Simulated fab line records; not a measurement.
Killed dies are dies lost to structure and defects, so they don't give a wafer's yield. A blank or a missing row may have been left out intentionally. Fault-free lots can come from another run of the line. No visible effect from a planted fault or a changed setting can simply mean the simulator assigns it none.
Chamber matching + flow gf180mcu + GF_V2_CVD_02 on pecvd-02 has 3 sister chambers
The step deposits SiO2 from TEOS, target thk 850 nm, time 94.851 s. 6 wafers are shown with their chamber, then 10 later ones without.

== WAFERS, EACH WITH ITS CHAMBER ==
| wafer  | chamber | heater_power_outer_w (W) | heater_power_w (W) |
|--------|---------|--------------------------|--------------------|
| L080.6 | 0       | 367                      | 626                |
| L083.2 | 1       | 494                      | 744                |
| L083.3 | 2       | 275                      | 562                |
| L083.6 | 0       | 288                      | 541                |
| L085.2 | 1       | 461                      | 742                |
| L085.3 | 2       | 308                      | 585                |

== WAFERS WITHOUT THEIR CHAMBER ==
| wafer  | heater_power_outer_w (W) | heater_power_w (W) |
|--------|--------------------------|--------------------|
| L085.5 | 365                      | 647                |
| L089.1 | 298                      | 587                |
| L089.5 | 395                      | 686                |
| L089.6 | 322                      | 619                |
| L095.1 | 320                      | 630                |
| L095.2 | 408                      | 671                |
| L095.3 | 516                      | 786                |
| L096.1 | 375                      | 678                |
| L096.2 | 445                      | 750                |
| L096.5 | 508                      | 775                |

== WHICH CHAMBER EACH ONE RAN IN ==
| wafer  | from the rows above          | in truth |
|--------|------------------------------|----------|
| L085.5 | can't be placed: 0 or 2 or 1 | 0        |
| L089.1 | can't be placed: 2 or 0      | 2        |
| L089.5 | can't be placed: 1 or 0 or 2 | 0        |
| L089.6 | can't be placed: 0 or 2      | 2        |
| L095.1 | can't be placed: 0 or 2      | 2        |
| L095.2 | can't be placed: 1 or 0 or 2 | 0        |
| L095.3 | 1                            | 1        |
| L096.1 | can't be placed: 0 or 1 or 2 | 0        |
| L096.2 | 1                            | 1        |
| L096.5 | 1                            | 1        |
Correctly placed: 3 of 10. Cannot be placed on the basis of these rows: 7; the candidates contain the true chamber in 7. Wrongly placed: 0.
How it was worked out, from the rows above alone: a wafer's distance from a chamber is the root of the sum, over the readings, of the square of ((its reading less the chamber's mean) divided by the reading's scatter). The wafer belongs to the nearest chamber; if the next one is less than 2 further off, it can't be placed. The mean given for a chamber averages the wafers shown for that chamber. The scatter: the root of (the sum of the squares of (reading less its chamber's mean) over the shown wafers, divided by (wafers less chambers)).
